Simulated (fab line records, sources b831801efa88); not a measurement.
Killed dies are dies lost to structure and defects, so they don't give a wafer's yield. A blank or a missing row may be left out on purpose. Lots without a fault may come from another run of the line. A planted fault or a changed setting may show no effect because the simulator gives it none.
fab line records | flow sky130
record lots=5 wafers=15 last_day=49
route steps=708 shown SD_N@358 SD_P@359 RES_XHIGH@360 SALICIDE@361 LI_CONTACT@362 LOCAL_INTERCONNECT@387
lots that met no fault: from a run of the same line without faults
start_h: hours from the record's first day to the start of the lot's first wafer shown | wait_h: hours since the lot's step before | " the same as in the row above | L1.1+2: a row that stands for several wafers | - no value, or no start given | * or withheld: withheld | < > ~ a bound
route shown NAME@n: a module of which the file shows steps, and the number in the route of the first | usual: mean/standard deviation of fault-free wafers | same: alike in all rows | chamber/n: place in a boat | sites: the reading at each site | _std_site: their standard deviation | _edge_site: outer sites' mean less inner sites' | radius_mm: how far each site lies from the wafer's centre | mask NAME#n: copy n | behind: the tool/chamber that last shaped the wafer | hold: why the lot was held/for how many hours/how that ended | device: the transistor (n, p or np) that didn't switch | end of line: the same wafers' tests at the end of the route | a step without rows: its recipe alone | killed: dies lost to structure and defects at the first sort, not the wafer's yield | map: a wafer's dies, x killed, . not, _ none there
set.NAME: the setting as run; set.NAME@STEP: as run at that earlier step | model.NAME: the simulator's own value behind a step, which no gauge read
lots at some steps of the route; a table a step, a row a wafer
services: from which hour (start_h, from the record's first day; less than 0 if before it) a tool's chamber was out of use, for how many hours, and why
## steps
# step SKY_SD_N_RS_MEAS_16
# recipe thk_meas_gauge=four-point-probe
# usual SD_N_RS=68.50/0.12
# columns lot.wafer tool chamber start_h wait_h SD_N_RS[ohm/sq]
L077.1 film_metro-04 - 673.45 0.1 68.21
L077.2 " - " " 68.27
L077.6 " - " " 68.51
L084.1 film_metro-04 - 753.30 0.1 68.60
L084.2 " - " " 68.51
L084.5 " - " " 68.42
L085.1 film_metro-04 - 756.95 0.1 68.59
L085.2 " - " " 68.66
L085.4 " - " " 68.48
L089.3 film_metro-03 - 761.48 0.1 68.40
L089.5 " - " " 68.62
L089.6 " - " " 68.43
L091.2 film_metro-03 - 775.63 0.1 68.47
L091.4 " - " " 68.65
L091.6 " - " " 68.68
# step SKY_SD_N_RS_MEAS_17
# recipe thk_meas_gauge=four-point-probe
# usual SD_P_RS=147.0/0.38
# columns lot.wafer tool chamber start_h wait_h SD_P_RS[ohm/sq]
L077.1 film_metro-04 - 673.57 0.1 146.7
L077.2 " - " " 146.3
L077.6 " - " " 146.7
L084.1 film_metro-04 - 753.42 0.1 147.3
L084.2 " - " " 147.2
L084.5 " - " " 147.2
L085.1 film_metro-04 - 757.07 0.1 147.6
L085.2 " - " " 147.8
L085.4 " - " " 147.5
L089.3 film_metro-03 - 761.60 0.1 146.8
L089.5 " - " " 147.0
L089.6 " - " " 147.0
L091.2 film_metro-03 - 775.75 0.1 147.0
L091.4 " - " " 147.2
L091.6 " - " " 147.4
# step SKY_SD_N_RS_MEAS_18
# recipe thk_meas_gauge=four-point-probe
# usual RES_XHIGH_RS=333.1/1.1
# columns lot.wafer tool chamber start_h wait_h RES_XHIGH_RS[ohm/sq]
L077.1 film_metro-04 - 673.69 0.1 331.9
L077.2 " - " " 332.3
L077.6 " - " " 332.6
L084.1 film_metro-04 - 753.54 0.1 334.1
L084.2 " - " " 333.3
L084.5 " - " " 332.7
L085.1 film_metro-04 - 757.19 0.1 331.5
L085.2 " - " " 331.1
L085.4 " - " " 331.0
L089.3 film_metro-03 - 761.72 0.1 332.7
L089.5 " - " " 332.4
L089.6 " - " " 332.3
L091.2 film_metro-03 - 775.87 0.1 332.6
L091.4 " - " " 332.7
L091.6 " - " " 332.7
# step SKY_SALICIDE_CLEAN_00
# recipe chemistry=HF-last time_s=30 dilution=100:1 dry=ipa_marangoni
# same time_s=30
# columns lot.wafer tool chamber start_h wait_h
L077.1+2+6 wet_bench-02 1 673.81 0.1
L084.1+2+5 wet_bench-01 2 753.66 0.1
L085.1+2+4 wet_bench-01 1 757.31 0.1
L089.3+5+6 wet_bench-02 3 761.80 0.1
L091.2+4+6 wet_bench-02 0 775.97 0.1
# step SKY_LI_CONTACT_HDPCVD_00
# recipe material=PSG target_thk_nm=930 sigma_open_frac=0.3 time_s=152.8 temp_c=600 sih4_flow_sccm=60 pressure_mtorr=6
# same time_s=152.8
# columns lot.wafer tool chamber start_h wait_h
L077.1+2+6 hdpcvd-02 1,0,2 673.83 0.0
L084.1+2+5 hdpcvd-02 2,0,2 753.68 0.0
L085.1+2+4 hdpcvd-01 2,1,2 757.33 0.0
L089.3+5+6 hdpcvd-02 1,0,2 761.81 0.0
L091.2+4+6 hdpcvd-01 2,2,1 775.98 0.0
# step SKY_LI_CONTACT_THK_MEAS_01
# recipe reads=PSG_of_LI_CONTACT_HDPCVD_00
# usual LI_CONTACT_HDPCVD_THK=917/11
# columns lot.wafer tool chamber start_h wait_h LI_CONTACT_HDPCVD_THK[nm]
L077.1 film_metro-03 - 673.93 0.1 917
L077.2 " - " " 926
L077.6 " - " " 926
L084.1 film_metro-03 - 753.78 0.1 915
L084.2 " - " " 937
L084.5 " - " " 915
L085.1 film_metro-03 - 757.43 0.1 912
L085.2 " - " " 908
L085.4 " - " " 911
L089.3 film_metro-01 - 761.94 0.1 908
L089.5 " - " " 932
L089.6 " - " " 907
L091.2 film_metro-01 - 776.09 0.1 921
L091.4 " - " " 913
L091.6 " - " " 917
# step SKY_LI_CONTACT_CMP_02
# recipe material=PSG down_force_psi=4 platen_rpm=60 pad_velocity_m_s=0.94248
# usual motor_current_A=11.7/0.7 time_to_endpoint_s=31.8/2.7
# columns lot.wafer tool chamber start_h wait_h motor_current_A time_to_endpoint_s
L077.1 cmp-01 3 673.99 0.1 12.3 32.9
L077.2 " 2 " " 11.2 35.4
L077.6 " 3 " " 12.5 34.3
L084.2 cmp-01 2 753.89 0.1 11.2 32.3
L084.1 " 0 " " 11.6 29.8
L084.5 " 1 " " 12.5 33.7
L085.1 cmp-02 3 757.54 0.1 11.6 32.0
L085.4 " 0 " " 12.0 27.4
L085.2 " 1 " " 11.0 31.1
L089.3 cmp-01 2 762.13 0.2 10.9 28.9
L089.6 " 3 " " 12.2 30.3
L089.5 " 0 " " 11.4 33.8
L091.4 cmp-01 3 776.19 0.1 11.8 33.2
L091.2 " 0 " " 11.7 32.8
L091.6 " 3 " " 12.0 31.0
# step SKY_LI_CONTACT_BOW_MEAS_03
# recipe mode=bow
# usual LI_CONTACT_BOW=56/6.9
# columns lot.wafer tool chamber start_h wait_h LI_CONTACT_BOW[um]
L077.1 film_metro-04 - 674.29 0.2 59
L077.2 " - " " 54
L077.6 " - " " 64
L084.1 film_metro-03 - 754.14 0.1 43
L084.2 " - " " 49
L084.5 " - " " 61
L085.1 film_metro-03 - 757.80 0.2 62
L085.2 " - " " 53
L085.4 " - " " 61
L089.3 film_metro-04 - 762.32 0.1 57
L089.5 " - " " 58
L089.6 " - " " 60
L091.2 film_metro-04 - 776.46 0.2 61
L091.4 " - " " 55
L091.6 " - " " 62
# step SKY_LI_CONTACT_DEHYDRATE_04
# recipe temp_c=200 time_s=60
# same time_s=60
# columns lot.wafer tool chamber start_h wait_h
L077.1+2+6 litho_track-01 0 687.75 13.4
L084.1+2+5 litho_track-01 0 766.40 12.2
L085.1+2+4 litho_track-02 0 770.49 12.7
L089.3+5+6 litho_track-01 0 774.90 12.6
L091.2+4+6 litho_track-03 0 788.84 12.4
# step SKY_LI_CONTACT_HMDS_05
# recipe prime_time_s=60 prime_temp_c=120
# columns lot.wafer tool chamber start_h wait_h
L077.1+2+6 litho_track-01 0 687.90 0.1
L084.1+2+5 litho_track-01 0 766.55 0.1
L085.1+2+4 litho_track-02 0 770.64 0.1
L089.3+5+6 litho_track-01 0 775.05 0.1
L091.2+4+6 litho_track-03 0 788.99 0.1
# step SKY_LI_CONTACT_COAT_06
# recipe resist=BARC temp_c=withheld time_s=withheld spin_rpm=3000 resist_thk_nm=60
# columns lot.wafer tool chamber start_h wait_h
L077.1+2+6 litho_track-01 0 688.05 0.1
L084.1+2+5 litho_track-01 0 766.70 0.1
L085.1+2+4 litho_track-02 0 770.79 0.1
L089.3+5+6 litho_track-01 0 775.20 0.1
L091.2+4+6 litho_track-03 0 789.14 0.1
# step SKY_LI_CONTACT_COAT_07
# recipe resist=KrF-thick spin_rpm=3000 resist_thk_nm=450
# columns lot.wafer tool chamber start_h wait_h
L077.1+2+6 litho_track-01 0 - -
L084.1+2+5 litho_track-01 0 - -
L085.1+2+4 litho_track-02 0 - -
L089.3+5+6 litho_track-01 0 - -
L091.2+4+6 litho_track-03 0 - -
# step SKY_LI_CONTACT_SOFTBAKE_08
# recipe temp_c=100 time_s=90 resist=KrF-thick
# same time_s=90
# columns lot.wafer tool chamber start_h wait_h
L077.1+2+6 litho_track-01 0 - -
L084.1+2+5 litho_track-01 0 - -
L085.1+2+4 litho_track-02 0 - -
L089.3+5+6 litho_track-01 0 - -
L091.2+4+6 litho_track-03 0 - -
# step SKY_LI_CONTACT_EXPOSE_09
# recipe mask_id=LICM1 na=0.8 source_shape=annular sigma_inner=0.55 sigma_outer=0.85 target_cd_nm=170 dose_mj=38.5
# columns lot.wafer tool chamber start_h wait_h mask
L077.1+2+6 krf_scanner-01 0 - - LICM1#0
L084.1+2+5 krf_scanner-01 0 - - LICM1#0
L085.1+2+4 krf_scanner-02 0 - - LICM1#0
L089.3+5+6 krf_scanner-01 0 - - LICM1#0
L091.2+4+6 krf_scanner-02 0 - - LICM1#0
# step SKY_LI_CONTACT_PEB_10
# recipe peb_temp_c=withheld peb_time_s=withheld resist=KrF-thick
# columns lot.wafer tool chamber start_h wait_h
L077.1+2+6 litho_track-03 0 - -
L084.1+2+5 litho_track-03 0 - -
L085.1+2+4 litho_track-01 0 - -
L089.3+5+6 litho_track-02 0 - -
L091.2+4+6 litho_track-02 0 - -
# step SKY_LI_CONTACT_DEVELOP_11
# recipe develop_time_s=60 resist=KrF-thick dev_temp_c=21
# columns lot.wafer tool chamber start_h wait_h
L077.1+2+6 litho_track-03 0 - -
L084.1+2+5 litho_track-03 0 - -
L085.1+2+4 litho_track-01 0 - -
L089.3+5+6 litho_track-02 0 - -
L091.2+4+6 litho_track-02 0 - -
# step SKY_LI_CONTACT_CD_MEAS_12
# recipe target_cd_nm=170
# usual cd_nm=169.6/1.7
# columns lot.wafer tool chamber start_h wait_h cd_nm
L077.1 cd_sem-01 - 702.42 - 170.0
L077.2 " - " " 168.7
L077.6 " - " " 168.6
L084.1 cd_sem-02 - 781.07 - 168.0
L084.2 " - " " 168.8
L084.5 " - " " 169.7
L085.1 cd_sem-02 - 784.45 - 168.9
L085.2 " - " " 168.2
L085.4 " - " " 167.8
L089.3 cd_sem-02 - 788.38 - 168.5
L089.5 " - " " 168.4
L089.6 " - " " 167.6
L091.2 cd_sem-01 - 802.96 - 172.0
L091.4 " - " " 169.7
L091.6 " - " " 170.8
# step SKY_LI_CONTACT_OVL_MEAS_13
# usual LI_CONTACT_OVL=-3/5.2
# columns lot.wafer tool chamber start_h wait_h LI_CONTACT_OVL[nm]
L077.1 overlay-02 - 702.54 0.1 -6
L077.2 " - " " -6
L077.6 " - " " -5
L084.1 overlay-01 - 781.19 0.1 0
L084.2 " - " " -5
L084.5 " - " " -3
L085.1 overlay-02 - 784.57 0.1 3
L085.2 " - " " 1
L085.4 " - " " 0
L089.3 overlay-02 - 788.47 0.1 1
L089.5 " - " " 5
L089.6 " - " " -1
L091.2 overlay-02 - 803.06 0.1 0
L091.4 " - " " 3
L091.6 " - " " -1
# step SKY_LI_CONTACT_ETCH_14
# recipe chemistry=N2/H2 target=BARC ion_energy_ev=200 source_w=500 bias_w=100 pressure_mtorr=30 n2_flow_sccm=100 h2_flow_sccm=200 stop_on=SiO2 time_s=45.9 target_depth_a=600
# usual drypump_motor_current_A=5.6/0.44 oes_product_au=0.855/0.0047 throttle_valve_pct=13.223/0.008
# same time_s=45.9
# columns lot.wafer tool chamber start_h wait_h drypump_motor_current_A oes_product_au rf_hours_counter_h throttle_valve_pct
L077.1 rie_diel-01 0 702.57 0.0 5.5 0.862 4 13.226
L077.2 " 3 " " 5.4 0.861 7 13.233
L077.6 " 3 " " 5.4 0.848 - 13.219
L084.1 rie_diel-02 3 781.22 0.0 5.8 0.848 13 13.216
L084.2 " 1 " " 5.5 0.847 10 13.234
L084.5 " 0 " " 6.6 0.852 - 13.214
L085.1 rie_diel-02 3 784.61 0.0 5.8 0.845 14 13.231
L085.2 " 0 " " 6.6 0.854 9 13.224
L085.4 " 1 " " 5.6 0.860 10 13.224
L089.3 rie_diel-01 3 788.49 0.0 5.3 0.850 9 13.238
L089.5 " 1 " " 5.7 0.852 - 13.231
L089.6 " 2 " " 5.9 0.855 - 13.223
L091.2 rie_diel-03 1 803.09 0.0 5.2 0.851 12 13.223
L091.4 " 3 " " 6.2 0.850 36 13.228
L091.6 " 1 " " 5.2 0.857 - 13.223
# step SKY_LI_CONTACT_ETCH_15
# recipe target=PSG chemistry=C4F8/O2/Ar stop_on=Si taper_deg=4.15 mask_material=KrF-thick source_w=1500 bias_w=1200 pressure_mtorr=40 c4f8_flow_sccm=withheld O2_flow_sccm=6 Ar_flow_sccm=300 time_s=withheld target_depth_a=6000
# usual oes_product_au=0.837/0.0044
# columns lot.wafer tool chamber start_h wait_h oes_product_au
L077.1 rie_diel-01 0 702.61 0.0 0.838
L077.2 " 3 " " 0.840
L077.6 " 3 " " 0.836
L084.1 rie_diel-02 3 781.26 0.0 0.833
L084.2 " 1 " " 0.838
L084.5 " 0 " " 0.837
L085.1 rie_diel-02 3 784.65 0.0 0.834
L085.2 " 0 " " 0.835
L085.4 " 1 " " 0.831
L089.3 rie_diel-01 3 788.53 0.0 0.831
L089.5 " 1 " " 0.840
L089.6 " 2 " " 0.840
L091.2 rie_diel-03 1 803.13 0.0 0.842
L091.4 " 3 " " 0.839
L091.6 " 1 " " 0.838
# step SKY_LI_CONTACT_STRIP_16
# recipe chemistry=O2/N2 power_w=1400 pressure_mtorr=1500 platen_temp_c=withheld o2_flow_sccm=3000 n2_flow_sccm=300 overash_fraction=0.5
# usual drypump_motor_current_A=5.6/0.47 oes_product_au=0.376/0.0052 strip_time_to_endpoint_s=3.49/0.048
# columns lot.wafer tool chamber start_h wait_h drypump_motor_current_A oes_product_au rf_hours_counter_h strip_time_to_endpoint_s
L077.1 plasma_asher-04 0 702.70 - 5.9 0.373 92 3.47
L077.2 " 1 " " 6.2 0.378 92 3.45
L077.6 " 0 " " 5.9 0.384 - 3.46
L084.1 plasma_asher-02 0 781.35 - 5.5 0.374 37 3.50
L084.2 " 1 " " 4.9 0.374 37 3.49
L084.5 " 0 " " 5.5 0.379 - 3.49
L085.1 plasma_asher-04 1 784.74 - 6.2 0.379 100 3.49
L085.2 " 0 " " 5.9 0.381 100 3.47
L085.4 " 0 " " 5.9 0.377 - 3.51
L089.3 plasma_asher-04 0 788.65 - 5.9 0.376 - 3.49
L089.5 " 1 " " 6.2 0.380 - 3.55
L089.6 " 0 " " 5.9 0.375 - 3.42
L091.2 plasma_asher-02 1 803.22 - 4.9 0.373 40 3.52
L091.4 " 0 " " 5.5 0.376 - 3.50
L091.6 " 1 " " 4.9 0.386 - 3.53
# step SKY_LI_CONTACT_CLEAN_17
# recipe chemistry=NMP time_s=600 temp_c=60 dry=n2_spin
# same time_s=600
# columns lot.wafer tool chamber start_h wait_h
L077.1+2+6 wet_bench-03 2 702.80 0.1
L084.1+2+5 wet_bench-03 3 781.45 0.1
L085.1+2+4 wet_bench-01 0 784.84 0.1
L089.3+5+6 wet_bench-03 2 788.72 0.0
L091.2+4+6 wet_bench-04 0 803.32 0.1
# step SKY_LI_CONTACT_PRE_CLEAN_18
# recipe gas=Ar time_s=5.6 bias_v=358
# same time_s=5.6
# columns lot.wafer tool chamber start_h wait_h
L077.1+2+6 pvd_sputter-02 - 702.97 0.0
L084.1+2+5 pvd_sputter-02 - 781.80 0.0
L085.1+2+4 pvd_sputter-02 - 785.01 0.0
L089.3+5+6 pvd_sputter-03 - 789.07 0.0
L091.2+4+6 pvd_sputter-01 - 803.50 0.0
# step SKY_LI_CONTACT_SPUTTER_19
# recipe material=Ti target_thk_nm=20 chamber_pressure_pa=5 power_w=2500 substrate_temp_c=200 time_s=106.37
# usual throttle_valve_pct=29.8/1
# same time_s=106.37
# columns lot.wafer tool chamber start_h wait_h throttle_valve_pct
L077.1 pvd_sputter-02 - 702.99 0.0 28.9
L077.2 " - " " 29.1
L077.6 " - " " 29.4
L084.1 pvd_sputter-02 - 781.82 0.0 29.5
L084.2 " - " " 28.2
L084.5 " - " " 29.5
L085.1 pvd_sputter-02 - 785.03 0.0 29.3
L085.2 " - " " 28.7
L085.4 " - " " 28.2
L089.3 pvd_sputter-03 - 789.09 0.0 31.2
L089.5 " - " " 31.2
L089.6 " - " " 30.5
L091.2 pvd_sputter-01 - 803.52 0.0 29.7
L091.4 " - " " 31.8
L091.6 " - " " 29.8
# step SKY_LI_CONTACT_SPUTTER_20
# recipe material=TiN target_thk_nm=20 chamber_pressure_pa=5 power_w=4000 time_s=80
# usual throttle_valve_pct=29.8/1
# same time_s=80
# columns lot.wafer tool chamber start_h wait_h throttle_valve_pct
L077.1 pvd_sputter-02 - 703.07 0.0 28.7
L077.2 " - " " 29.4
L077.6 " - " " 29.5
L084.1 pvd_sputter-02 - 781.89 0.0 29.6
L084.2 " - " " 28.1
L084.5 " - " " 29.1
L085.1 pvd_sputter-02 - 785.11 0.0 29.3
L085.2 " - " " 28.9
L085.4 " - " " 28.1
L089.3 pvd_sputter-03 - 789.17 0.0 31.2
L089.5 " - " " 31.0
L089.6 " - " " 30.4
L091.2 pvd_sputter-01 - 803.59 0.0 29.6
L091.4 " - " " 31.9
L091.6 " - " " 29.8
# step SKY_LI_CONTACT_CVD_21
# recipe material=W target_thk_nm=400 time_s=120.56 temp_c=400 pressure_torr=40
# usual heater_power_w=839/65
# same time_s=120.56
# columns lot.wafer tool chamber start_h wait_h heater_power_w
L077.1 cvd_w-01 1 703.13 0.0 928
L077.2 " 0 " " 790
L077.6 " 0 " " 778
L084.1 cvd_w-02 0 781.96 0.0 847
L084.2 " 1 " " 755
L084.5 " 0 " " 849
L085.1 cvd_w-02 1 785.17 0.0 802
L085.2 " 0 " " 833
L085.4 " 1 " " 805
L089.3 cvd_w-01 0 789.27 0.1 781
L089.5 " 1 " " 934
L089.6 " 0 " " 784
L091.2 cvd_w-02 1 803.65 0.0 788
L091.4 " 1 " " 761
L091.6 " 1 " " 786
# step SKY_LI_CONTACT_RS_MEAS_22
# recipe thk_meas_gauge=four-point-probe reads=W_of_LI_CONTACT_CVD_21+TiN_of_LI_CONTACT_SPUTTER_20+Ti_of_LI_CONTACT_SPUTTER_19
# usual LI_CONTACT_W_RS=0.283/0.0036
# columns lot.wafer tool chamber start_h wait_h LI_CONTACT_W_RS[ohm/sq]
L077.1 film_metro-01 - 703.26 0.1 0.288
L077.2 " - " " 0.276
L077.6 " - " " 0.281
L084.1 film_metro-03 - 782.08 0.1 0.282
L084.2 " - " " 0.286
L084.5 " - " " 0.283
L085.1 film_metro-01 - 785.29 0.1 0.281
L085.2 " - " " 0.280
L085.4 " - " " 0.278
L089.3 film_metro-03 - 789.39 0.1 0.283
L089.5 " - " " 0.287
L089.6 " - " " 0.284
L091.2 film_metro-01 - 803.80 0.1 0.283
L091.4 " - " " 0.284
L091.6 " - " " 0.283
# step SKY_LI_CONTACT_THK_MEAS_23
# recipe thk_meas_gauge=xrf reads=W_of_LI_CONTACT_CVD_21
# usual LI_CONTACT_W_THK=397/6
# columns lot.wafer tool chamber start_h wait_h LI_CONTACT_W_THK[nm]
L077.1 film_metro-01 - 703.38 0.1 388
L077.2 " - " " 403
L077.6 " - " " 396
L084.1 film_metro-03 - 782.20 0.1 398
L084.2 " - " " 390
L084.5 " - " " 394
L085.1 film_metro-01 - 785.41 0.1 401
L085.2 " - " " 402
L085.4 " - " " 406
L089.3 film_metro-03 - 789.49 0.1 394
L089.5 " - " " 389
L089.6 " - " " 393
L091.2 film_metro-01 - 803.91 0.1 392
L091.4 " - " " 392
L091.6 " - " " 396
# step SKY_LI_CONTACT_CMP_24
# recipe stop_on=PSG t_overpolish_s=20 down_force_psi=3.5 platen_rpm=60 target_thk_nm=0 pad_velocity_m_s=0.94248
# usual motor_current_A=10.6/0.63 overpolish_run_s=20.000/0.0096 time_to_endpoint_s=97/3.5
# same t_overpolish_s=20
# columns lot.wafer tool chamber start_h wait_h motor_current_A overpolish_run_s time_to_endpoint_s
L077.1 cmp-01 3 703.54 0.1 11.4 19.991 95
L077.2 " 0 " " 11.1 20.017 100
L077.6 " 1 " " 11.6 20.009 99
L084.1 cmp-02 2 782.26 0.1 10.1 20.004 95
L084.2 " 3 " " 10.9 19.993 95
L084.5 " 3 " " 10.4 20.003 95
L085.4 cmp-02 3 785.76 0.3 10.1 19.989 93
L085.2 " 1 " " 10.2 20.017 93
L085.1 " 2 " " 9.7 20.016 94
L089.3 cmp-02 0 789.58 0.1 11.6 20.003 93
L089.6 " 3 " " 10.3 19.995 94
L089.5 " 0 " " 11.0 19.989 90
L091.4 cmp-02 3 804.01 0.1 10.3 19.998 95
L091.2 " 0 " " 11.3 19.990 95
L091.6 " 2 " " 9.4 20.013 97
# step SKY_LOCAL_INTERCONNECT_SPUTTER_00
# recipe material=TiN target_thk_nm=100 temp_c=300 power_w=6500 time_s=83.3 chamber_pressure_pa=0.4
# usual throttle_valve_pct=30.3/1
# same time_s=83.3
# columns lot.wafer tool chamber start_h wait_h throttle_valve_pct
L077.1 pvd_sputter-03 - 703.74 0.1 32.1
L077.2 " - " " 29.4
L077.6 " - " " 31.9
L084.1 pvd_sputter-03 - 782.56 0.2 32.2
L084.2 " - " " 30.6
L084.5 " - " " 31.3
L085.1 pvd_sputter-04 - 786.06 0.1 29.8
L085.2 " - " " 31.3
L085.4 " - " " 30.7
L089.3 pvd_sputter-04 - 789.83 0.2 31.2
L089.5 " - " " 30.0
L089.6 " - " " 31.2
L091.2 pvd_sputter-04 - 804.26 0.1 31.1
L091.4 " - " " 29.6
L091.6 " - " " 30.3
# step SKY_LOCAL_INTERCONNECT_RS_MEAS_01
# recipe thk_meas_gauge=four-point-probe reads=TiN_of_LOCAL_INTERCONNECT_SPUTTER_00
# usual LOCAL_INTERCONNECT_TIN_RS=14.25/0.19
# columns lot.wafer tool chamber start_h wait_h LOCAL_INTERCONNECT_TIN_RS[ohm/sq]
L077.1 film_metro-03 - 703.80 0.0 14.58
L077.2 " - " " 14.15
L077.6 " - " " 14.48
L084.1 film_metro-04 - 782.62 0.0 14.58
L084.2 " - " " 14.35
L084.5 " - " " 14.32
L085.1 film_metro-03 - 786.12 0.0 14.27
L085.2 " - " " 14.17
L085.4 " - " " 14.18
L089.3 film_metro-02 - 789.94 0.1 14.17
L089.5 " - " " 14.50
L089.6 " - " " 14.25
L091.2 film_metro-03 - 804.34 0.1 13.94
L091.4 " - " " 14.14
L091.6 " - " " 14.17
# step SKY_LOCAL_INTERCONNECT_THK_MEAS_02
# recipe thk_meas_gauge=xrf reads=TiN_of_LOCAL_INTERCONNECT_SPUTTER_00
# usual LOCAL_INTERCONNECT_TIN_THK=100.2/1.3
# columns lot.wafer tool chamber start_h wait_h LOCAL_INTERCONNECT_TIN_THK[nm]
L077.1 film_metro-03 - 703.92 0.1 97.9
L077.2 " - " " 101.3
L077.6 " - " " 99.3
L084.1 film_metro-04 - 782.74 0.1 97.2
L084.2 " - " " 99.3
L084.5 " - " " 99.3
L085.1 film_metro-03 - 786.24 0.1 100.3
L085.2 " - " " 101.1
L085.4 " - " " 100.6
L089.3 film_metro-02 - 790.04 0.1 100.5
L089.5 " - " " 98.2
L089.6 " - " " 100.4
L091.2 film_metro-03 - 804.45 0.1 102.1
L091.4 " - " " 100.7
L091.6 " - " " 100.6
# step SKY_LOCAL_INTERCONNECT_DEHYDRATE_03
# recipe temp_c=200 time_s=60
# same time_s=60
# columns lot.wafer tool chamber start_h wait_h
L077.1+2+6 litho_track-02 0 716.54 12.6
L084.1+2+5 litho_track-01 0 795.00 12.2
L085.1+2+4 litho_track-04 0 798.71 12.5
L089.3+5+6 litho_track-04 0 802.51 12.5
L091.2+4+6 litho_track-04 0 816.69 12.2
# step SKY_LOCAL_INTERCONNECT_HMDS_04
# recipe prime_time_s=60 prime_temp_c=120
# columns lot.wafer tool chamber start_h wait_h
L077.1+2+6 litho_track-02 0 716.69 0.1
L084.1+2+5 litho_track-01 0 795.15 0.1
L085.1+2+4 litho_track-04 0 798.86 0.1
L089.3+5+6 litho_track-04 0 802.66 0.1
L091.2+4+6 litho_track-04 0 816.84 0.1
# step SKY_LOCAL_INTERCONNECT_COAT_05
# recipe resist=BARC temp_c=withheld time_s=withheld spin_rpm=3000 resist_thk_nm=60
# columns lot.wafer tool chamber start_h wait_h
L077.1+2+6 litho_track-02 0 716.84 0.1
L084.1+2+5 litho_track-01 0 795.30 0.1
L085.1+2+4 litho_track-04 0 799.01 0.1
L089.3+5+6 litho_track-04 0 802.81 0.1
L091.2+4+6 litho_track-04 0 816.99 0.1
# step SKY_LOCAL_INTERCONNECT_COAT_06
# recipe resist=KrF-thick spin_rpm=2960 resist_thk_nm=450
# columns lot.wafer tool chamber start_h wait_h
L077.1+2+6 litho_track-02 0 - -
L084.1+2+5 litho_track-01 0 - -
L085.1+2+4 litho_track-04 0 - -
L089.3+5+6 litho_track-04 0 - -
L091.2+4+6 litho_track-04 0 - -
# step SKY_LOCAL_INTERCONNECT_SOFTBAKE_07
# recipe temp_c=100 time_s=90 resist=KrF-thick
# same time_s=90
# columns lot.wafer tool chamber start_h wait_h
L077.1+2+6 litho_track-02 0 - -
L084.1+2+5 litho_track-01 0 - -
L085.1+2+4 litho_track-04 0 - -
L089.3+5+6 litho_track-04 0 - -
L091.2+4+6 litho_track-04 0 - -
# step SKY_LOCAL_INTERCONNECT_EXPOSE_08
# recipe mask_id=LI1M na=0.8 source_shape=annular sigma_inner=0.55 sigma_outer=0.85 target_cd_nm=170 dose_mj=28
# columns lot.wafer tool chamber start_h wait_h mask
L077.1+2+6 krf_scanner-02 0 - - LI1M#0
L084.1+2+5 krf_scanner-01 0 - - LI1M#0
L085.1+2+4 krf_scanner-02 0 - - LI1M#0
L089.3+5+6 krf_scanner-01 0 - - LI1M#0
L091.2+4+6 krf_scanner-02 0 - - LI1M#0
# step SKY_LOCAL_INTERCONNECT_PEB_09
# recipe peb_temp_c=withheld peb_time_s=withheld resist=KrF-thick
# columns lot.wafer tool chamber start_h wait_h
L077.1+2+6 litho_track-01 0 - -
L084.1+2+5 litho_track-01 0 - -
L085.1+2+4 litho_track-01 0 - -
L089.3+5+6 litho_track-01 0 - -
L091.2+4+6 litho_track-02 0 - -
# step SKY_LOCAL_INTERCONNECT_DEVELOP_10
# recipe develop_time_s=60 resist=KrF-thick dev_temp_c=21
# columns lot.wafer tool chamber start_h wait_h
L077.1+2+6 litho_track-01 0 - -
L084.1+2+5 litho_track-01 0 - -
L085.1+2+4 litho_track-01 0 - -
L089.3+5+6 litho_track-01 0 - -
L091.2+4+6 litho_track-02 0 - -
# step SKY_LOCAL_INTERCONNECT_CD_MEAS_11
# recipe target_cd_nm=170
# usual cd_nm=170.2/1.5
# columns lot.wafer tool chamber start_h wait_h cd_nm
L077.1 cd_sem-02 - 730.90 - 168.2
L077.2 " - " " 168.9
L077.6 " - " " 169.0
L084.1 cd_sem-02 - 809.35 - 171.9
L084.2 " - " " 170.7
L084.5 " - " " 170.4
L085.1 cd_sem-01 - 812.70 - 170.7
L085.2 " - " " 170.1
L085.4 " - " " 171.7
L089.3 cd_sem-01 - 815.94 - 170.4
L089.5 " - " " 169.1
L089.6 " - " " 170.0
L091.2 cd_sem-01 - 831.11 - 167.8
L091.4 " - " " 167.9
L091.6 " - " " 170.2
# step SKY_LOCAL_INTERCONNECT_OVL_MEAS_12
# usual LOCAL_INTERCONNECT_OVL=-1/5.5
# columns lot.wafer tool chamber start_h wait_h LOCAL_INTERCONNECT_OVL[nm]
L077.1 overlay-02 - 731.02 0.1 5
L077.2 " - " " -1
L077.6 " - " " 0
L084.1 overlay-02 - 809.47 0.1 -5
L084.2 " - " " 5
L084.5 " - " " -3
L085.1 overlay-02 - 812.82 0.1 7
L085.2 " - " " 3
L085.4 " - " " -2
L089.3 overlay-01 - 816.04 0.1 -2
L089.5 " - " " 4
L089.6 " - " " -7
L091.2 overlay-01 - 831.21 0.1 -6
L091.4 " - " " -1
L091.6 " - " " -8
## services
# columns tool chamber start_h hours kind
krf_scanner-02 - 653.44 1.3 pm
krf_scanner-01 - 669.81 0.8 pm
cmp-01 - 679.78 2.3 repair
krf_scanner-01 - 679.94 1.3 pm
cmp-01 - 690.04 0.8 repair
krf_scanner-02 - 695.12 1.0 pm
krf_scanner-01 - 703.19 0.7 repair
krf_scanner-02 - 709.69 7.2 pm
krf_scanner-02 - 721.39 2.2 repair
cmp-01 - 728.16 4.3 pm
cmp-01 - 744.06 4.0 pm
krf_scanner-02 - 752.95 0.8 pm
krf_scanner-02 - 773.92 3.0 pm
cmp-01 - 778.52 1.0 repair
cmp-01 - 784.29 2.1 repair
krf_scanner-01 - 789.03 1.0 repair
krf_scanner-01 - 800.04 1.0 pm
cmp-01 - 803.91 3.7 repair
cmp-02 - 805.37 0.3 repair
krf_scanner-02 - 821.85 4.0 pm
cmp-01 - 825.16 14.5 repair
cmp-01 - 825.52 4.3 repair
pvd_sputter-03 - 827.79 2.2 repair
krf_scanner-02 - 829.34 1.3 pm
## key
fault none
